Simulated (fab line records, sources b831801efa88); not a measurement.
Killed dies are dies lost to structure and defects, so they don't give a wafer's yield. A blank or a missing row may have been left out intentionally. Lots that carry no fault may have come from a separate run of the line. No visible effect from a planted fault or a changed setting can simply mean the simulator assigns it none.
Which tool did it? / flow sky130 / Sampling: 12 lots, 36 wafers, 5 of 708 route steps

## WHAT THE GAUGES READ, wafer by wafer
SKY_CAP2M_OVL_MEAS_12. Usual: for CAP2M_OVL the level is 0.2 nm and the standard deviation is 1.5.
lot=L928; measured=day 41 06:31; on=overlay-01; CAP2M_OVL (nm)=3.6 2.0 1.6; flag=
lot=L929; measured=day 41 08:50; on=overlay-01; CAP2M_OVL (nm)=2.0 4.0 2.7; flag=
lot=L932; measured=day 42 14:41; on=overlay-02; CAP2M_OVL (nm)=0.2 -0.2 -1.6; flag=
lot=L933; measured=day 42 16:25; on=overlay-01; CAP2M_OVL (nm)=-0.8 -1.9 -0.7; flag=
lot=L934; measured=day 42 23:17; on=overlay-02; CAP2M_OVL (nm)=0.3 1.6 1.3; flag=
lot=L935; measured=day 43 00:35; on=overlay-02; CAP2M_OVL (nm)=-1.3 -1.1 -0.4; flag=
lot=L937; measured=day 43 18:14; on=overlay-01; CAP2M_OVL (nm)=0.8 -0.8 1.4; flag=
lot=L941; measured=day 44 03:57; on=overlay-02; CAP2M_OVL (nm)=-1.6 -2.0 -3.0; flag=
lot=L942; measured=day 44 11:35; on=overlay-01; CAP2M_OVL (nm)=0.8 1.6 -0.2; flag=
lot=L944; measured=day 44 23:03; on=overlay-02; CAP2M_OVL (nm)=-0.4 0.1 0.5; flag=
lot=L946; measured=day 45 11:42; on=overlay-02; CAP2M_OVL (nm)=2.0 2.2 2.6; flag=
lot=L949; measured=day 46 11:29; on=overlay-02; CAP2M_OVL (nm)=0.8 0.1 -0.7; flag=

SKY_VIA4_THK_MEAS_01. Usual: for VIA4_HDPCVD_THK the level is 1743 nm and the standard deviation is 24.
lot=L928; measured=day 42 08:58; on=film metro-02; VIA4_HDPCVD_THK (nm)=1759 1747 1719; flag=
lot=L929; measured=day 42 10:04; on=film metro-01; VIA4_HDPCVD_THK (nm)=1783 1775 1763; flag=
lot=L932; measured=day 43 15:47; on=film metro-02; VIA4_HDPCVD_THK (nm)=1772 1739 1733; flag=
lot=L933; measured=day 43 17:11; on=film metro-03; VIA4_HDPCVD_THK (nm)=1691 1672 1741; flag=
lot=L934; measured=day 43 23:47; on=film metro-02; VIA4_HDPCVD_THK (nm)=1725 1793 1720; flag=
lot=L935; measured=day 44 01:41; on=film metro-03; VIA4_HDPCVD_THK (nm)=1697 1745 1743; flag=
lot=L937; measured=day 44 17:23; on=film metro-01; VIA4_HDPCVD_THK (nm)=2601 2609 2665; flag=OFF
lot=L941; measured=day 45 03:46; on=film metro-03; VIA4_HDPCVD_THK (nm)=2621 2633 2600; flag=OFF
lot=L942; measured=day 45 11:34; on=film metro-01; VIA4_HDPCVD_THK (nm)=1711 1764 1732; flag=
lot=L944; measured=day 45 22:50; on=film metro-01; VIA4_HDPCVD_THK (nm)=1764 1749 1761; flag=
lot=L946; measured=day 46 11:20; on=film metro-01; VIA4_HDPCVD_THK (nm)=1732 1688 1771; flag=
lot=L949; measured=day 47 09:44; on=film metro-02; VIA4_HDPCVD_THK (nm)=1764 1744 1748; flag=

SKY_VIA4_RS_MEAS_19: measures by four-point-probe. Usual: for VIA4_W_RS the level is 0.2274 ohm/sq and the standard deviation is 0.0027.
lot=L928; measured=day 43 09:35; on=film metro-03; VIA4_W_RS (ohm/sq)=0.2288 0.2284 0.2296; flag=
lot=L929; measured=day 43 10:19; on=film metro-03; VIA4_W_RS (ohm/sq)=0.2264 0.2250 0.2284; flag=
lot=L932; measured=day 44 14:54; on=film metro-02; VIA4_W_RS (ohm/sq)=0.2265 0.2259 0.2284; flag=
lot=L933; measured=day 44 16:21; on=film metro-03; VIA4_W_RS (ohm/sq)=0.2279 0.2250 0.2275; flag=
lot=L934; measured=day 44 23:19; on=film metro-03; VIA4_W_RS (ohm/sq)=0.2218 0.2223 0.2240; flag=
lot=L935; measured=day 45 01:13; on=film metro-01; VIA4_W_RS (ohm/sq)=0.2286 0.2273 0.2256; flag=
lot=L937; measured=day 45 16:28; on=film metro-02; VIA4_W_RS (ohm/sq)=0.2324 0.2282 0.2316; flag=
lot=L941; measured=day 46 02:43; on=film metro-01; VIA4_W_RS (ohm/sq)=0.2266 0.2262 0.2299; flag=
lot=L942; measured=day 46 09:50; on=film metro-02; VIA4_W_RS (ohm/sq)=0.2254 0.2295 0.2291; flag=
lot=L944; measured=day 46 21:37; on=film metro-02; VIA4_W_RS (ohm/sq)=0.2294 0.2258 0.2279; flag=
lot=L946; measured=day 47 08:13; on=film metro-01; VIA4_W_RS (ohm/sq)=0.2266 0.2283 0.2297; flag=
lot=L949; measured=day 48 06:36; on=film metro-02; VIA4_W_RS (ohm/sq)=0.2267 0.2308 0.2289; flag=

## WHICH TOOL RAN EACH LOT (tool, then ch and the chambers of the sampled wafers, then the start)
lot=L928; SKY_METAL4_SPUTTER_00=pvd sputter-02, day 40 05:27; SKY_VIA4_HDPCVD_00=hdpcvd-02 ch 0,1, day 42 08:47
lot=L929; SKY_METAL4_SPUTTER_00=pvd sputter-02, day 40 08:29; SKY_VIA4_HDPCVD_00=hdpcvd-01 ch 0,1,2, day 42 09:53
lot=L932; SKY_METAL4_SPUTTER_00=pvd sputter-04, day 41 15:12; SKY_VIA4_HDPCVD_00=hdpcvd-01 ch 0,2, day 43 15:37
lot=L933; SKY_METAL4_SPUTTER_00=pvd sputter-03, day 41 16:42; SKY_VIA4_HDPCVD_00=hdpcvd-02 ch 0,1, day 43 17:00
lot=L934; SKY_METAL4_SPUTTER_00=pvd sputter-03, day 42 00:08; SKY_VIA4_HDPCVD_00=hdpcvd-02 ch 0,1, day 43 23:36
lot=L935; SKY_METAL4_SPUTTER_00=pvd sputter-04, day 42 01:30; SKY_VIA4_HDPCVD_00=hdpcvd-02 ch 0,2, day 44 01:30
lot=L937; SKY_METAL4_SPUTTER_00=pvd sputter-03, day 42 19:32; SKY_VIA4_HDPCVD_00=hdpcvd-01 ch 0,1,2, day 44 17:12
lot=L941; SKY_METAL4_SPUTTER_00=pvd sputter-02, day 43 05:08; SKY_VIA4_HDPCVD_00=hdpcvd-01 ch 0,1,2, day 45 03:34
lot=L942; SKY_METAL4_SPUTTER_00=pvd sputter-02, day 43 13:33; SKY_VIA4_HDPCVD_00=hdpcvd-02 ch 0,1,2, day 45 11:23
lot=L944; SKY_METAL4_SPUTTER_00=pvd sputter-04, day 44 00:51; SKY_VIA4_HDPCVD_00=hdpcvd-02 ch 1,2, day 45 22:38
lot=L946; SKY_METAL4_SPUTTER_00=pvd sputter-02, day 44 14:04; SKY_VIA4_HDPCVD_00=hdpcvd-02 ch 0,1, day 46 11:09
lot=L949; SKY_METAL4_SPUTTER_00=pvd sputter-02, day 45 13:55; SKY_VIA4_HDPCVD_00=hdpcvd-02 ch 0,1,2, day 47 09:34
- SKY_METAL4_SPUTTER_00: material Ti, target thk 15 nm, time 10 s.
- SKY_VIA4_HDPCVD_00: deposits SiO2, target thk 1750 nm, time 291.7 s.

## AS READ BY THE TOOLS THEMSELVES (means over the sampled wafers that have a number; for cases with no such wafer, the mark the record gives instead)
SKY_METAL4_SPUTTER_00. Usual: 30.3 % for throttle valve pct, sd 1.5.
lot=L928; tool=pvd sputter-02; throttle valve pct (%)=30.5; flag=
lot=L929; tool=pvd sputter-02; throttle valve pct (%)=30.5; flag=
lot=L932; tool=pvd sputter-04; throttle valve pct (%)=29.1; flag=
lot=L933; tool=pvd sputter-03; throttle valve pct (%)=28.8; flag=
lot=L934; tool=pvd sputter-03; throttle valve pct (%)=29.3; flag=
lot=L935; tool=pvd sputter-04; throttle valve pct (%)=30.0; flag=
lot=L937; tool=pvd sputter-03; throttle valve pct (%)=30.4; flag=
lot=L941; tool=pvd sputter-02; throttle valve pct (%)=31.5; flag=
lot=L942; tool=pvd sputter-02; throttle valve pct (%)=31.5; flag=
lot=L944; tool=pvd sputter-04; throttle valve pct (%)=29.9; flag=
lot=L946; tool=pvd sputter-02; throttle valve pct (%)=32.0; flag=
lot=L949; tool=pvd sputter-02; throttle valve pct (%)=32.2; flag=

SKY_VIA4_HDPCVD_00. Usual: 60.00 sccm for sih4 flow sccm, sd 0.16.
lot=L928; tool=hdpcvd-02; sih4 flow sccm (sccm)=60.04; flag=
lot=L929; tool=hdpcvd-01; sih4 flow sccm (sccm)=59.92; flag=
lot=L932; tool=hdpcvd-01; sih4 flow sccm (sccm)=60.00; flag=
lot=L933; tool=hdpcvd-02; sih4 flow sccm (sccm)=59.85; flag=
lot=L934; tool=hdpcvd-02; sih4 flow sccm (sccm)=60.11; flag=
lot=L935; tool=hdpcvd-02; sih4 flow sccm (sccm)=59.74; flag=
lot=L937; tool=hdpcvd-01; sih4 flow sccm (sccm)=90.06; flag=OFF
lot=L941; tool=hdpcvd-01; sih4 flow sccm (sccm)=90.04; flag=OFF
lot=L942; tool=hdpcvd-02; sih4 flow sccm (sccm)=60.08; flag=
lot=L944; tool=hdpcvd-02; sih4 flow sccm (sccm)=59.97; flag=
lot=L946; tool=hdpcvd-02; sih4 flow sccm (sccm)=60.12; flag=
lot=L949; tool=hdpcvd-02; sih4 flow sccm (sccm)=60.14; flag=

## THE ANSWER, worked out from the rows above alone
Rule: lot off if the mean of its wafers having a number is beyond 3 standard deviations from the usual mean. Also off: a lot with no number at a reading for which 4 or more lots have one. Any other lot the step has rows for is counted as sound. After the gauges, taken in route order, come the tools' own readings; for these a lot's mean is taken, as printed above. The first step at which some lot is off is used, and at that step the reading that is off furthest; a lot without a number counts as furthest.
Off: at SKY_VIA4_THK_MEAS_01 (VIA4_HDPCVD_THK), L937, L941.
A tool fits if, at a process step before that reading, it ran every lot that is off, and no sound lot after the first of them. The gauges at SKY_VIA4_THK_MEAS_01 aren't tried: what is off there is off at SKY_VIA4_HDPCVD_00 too, on other tools, and a gauge's error can't cause that. One fits: hdpcvd-01 at SKY_VIA4_HDPCVD_00. Its last sound lot is L932 (day 43 15:37), its first lot that is off L937 (day 44 17:12): a fault that began between those two fits.
The tool's own readings at SKY_VIA4_HDPCVD_00 bear it out: on the lots that are off they differ by more than 5 times the standard deviation of the sound lots' means. sih4 flow sccm reads 90.05 sccm there against 60.00 sccm on the sound lots.

## WHAT THE SIMULATOR HAD PUT IN
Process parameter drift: hdpcvd-01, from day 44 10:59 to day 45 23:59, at SKY_VIA4_HDPCVD_00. Setting sih4 flow sccm shifted by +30 from 60. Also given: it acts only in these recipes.
Struck lots among those shown: L937, L941. Same finding as the rule above.
